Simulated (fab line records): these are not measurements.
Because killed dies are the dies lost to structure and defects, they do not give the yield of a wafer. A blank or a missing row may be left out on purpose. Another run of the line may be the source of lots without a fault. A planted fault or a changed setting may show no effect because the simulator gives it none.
Commonality check across tools | flow sky130 | Lots sampled 13, wafers sampled 39

== WHY IT WAS OPENED ==
At SKY_NWELL_OVL_MEAS_10 the reading NWELL_00_OVL is flagged on 4 of 13 lots. Wafers without a fault read -0.3 nm, standard deviation 1.4.
Rule: a lot is flagged when every wafer of it that has a number lies more than 4 standard deviations from that mean, or none has a number. The rest of the lots are taken to be sound.

lot  | measured    | on         | NWELL_00_OVL (nm), wafer by wafer | flag
L216 | day 4 16:47 | overlay-01 | -2.1 -2.9 -1.1                    |
L217 | day 4 19:44 | overlay-02 | 0.6 1.4 -0.7                      |
L220 | day 5 13:01 | overlay-02 | 1.4 1.6 2.0                       |
L221 | day 5 20:04 | overlay-02 | 0.0 0.0 -2.2                      |
L222 | day 5 21:23 | overlay-02 | -2.8 -1.7 -1.5                    |
L223 | day 6 06:53 | overlay-01 | 144.3 142.6 142.8                 | FLAGGED
L224 | day 6 11:05 | overlay-02 | 143.9 143.6 142.1                 | FLAGGED
L225 | day 6 16:54 | overlay-01 | 141.5 141.1 140.3                 | FLAGGED
L226 | day 6 21:55 | overlay-01 | 141.1 142.9 142.1                 | FLAGGED
L233 | day 8 20:32 | overlay-02 | -1.9 -1.6 -0.8                    |
L234 | day 9 01:08 | overlay-01 | -2.0 -1.6 0.3                     |
L236 | day 9 09:58 | overlay-01 | -1.6 -1.8 -1.1                    |
L237 | day 9 17:28 | overlay-01 | -0.5 -1.4 -0.3                    |
Flagged lots average 142.4 nm: +142.7 nm relative to the usual, that is +99 or more standard deviations.

== LOT BY LOT: THE TOOL USED ==
The record keeps 1 process step preceding the reading, out of 708 steps on the route. Read each cell as the tool, then ch plus the chambers that the sampled wafers visited, then the start.
lot  | flag    | SKY_NWELL_EXPOSE_07
L216 |         | iline-stepper-01 ch 0, day 4 07:56
L217 |         | iline-stepper-02 ch 0, day 4 11:02
L220 |         | iline-stepper-02 ch 0, day 5 05:01
L221 |         | iline-stepper-01 ch 0, day 5 11:48
L222 |         | iline-stepper-01 ch 0, day 5 13:15
L223 | FLAGGED | iline-stepper-02 ch 0, day 5 21:08
L224 | FLAGGED | iline-stepper-02 ch 0, day 6 01:50
L225 | FLAGGED | iline-stepper-02 ch 0, day 6 07:53
L226 | FLAGGED | iline-stepper-02 ch 0, day 6 12:25
L233 |         | iline-stepper-01 ch 0, day 8 10:25
L234 |         | iline-stepper-01 ch 0, day 8 14:28
L236 |         | iline-stepper-01 ch 0, day 8 22:55
L237 |         | iline-stepper-01 ch 0, day 9 06:42
What is done by these steps:
- SKY_NWELL_EXPOSE_07: exposes mask NWM, target cd 840 nm.
- SKY_NWELL_OVL_MEAS_10

== FLAGGED OVER TOTAL, TOOL BY TOOL (the gauges that took the reading come last) ==
step                  | tool             | lots run | flagged | share of the flagged lots | sound lots run after its first flagged lot
SKY_NWELL_EXPOSE_07   | iline-stepper-01 | 7        | 0       | none                      | -
SKY_NWELL_EXPOSE_07   | iline-stepper-02 | 6        | 4       | all                       | 0
SKY_NWELL_OVL_MEAS_10 | overlay-01       | 7        | 3       | some                      | 3 (L234,L236,L237)
SKY_NWELL_OVL_MEAS_10 | overlay-02       | 6        | 1       | some                      | 1 (L233)

== WHAT THE TABLE PERMITS ==
Rows of the table that ran each flagged lot: 1, that is iline-stepper-02 at SKY_NWELL_EXPOSE_07.
- iline-stepper-02 at SKY_NWELL_EXPOSE_07 ran 6 lots, 4 of them flagged. It ran its last sound lot, L220, at day 5 05:01 and its first flagged lot, L223, at day 5 21:08: a fault with its onset between the two fits.
Just one tool remains: iline-stepper-02 at SKY_NWELL_EXPOSE_07.

== WHAT WAS PUT IN BY THE SIMULATOR ==
Scanner matching overlay: iline-stepper-02, from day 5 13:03 on, at SKY_NWELL_EXPOSE_07. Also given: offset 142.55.
Shown lots that were struck: L223, L224, L225, L226. Same finding as the rule above.
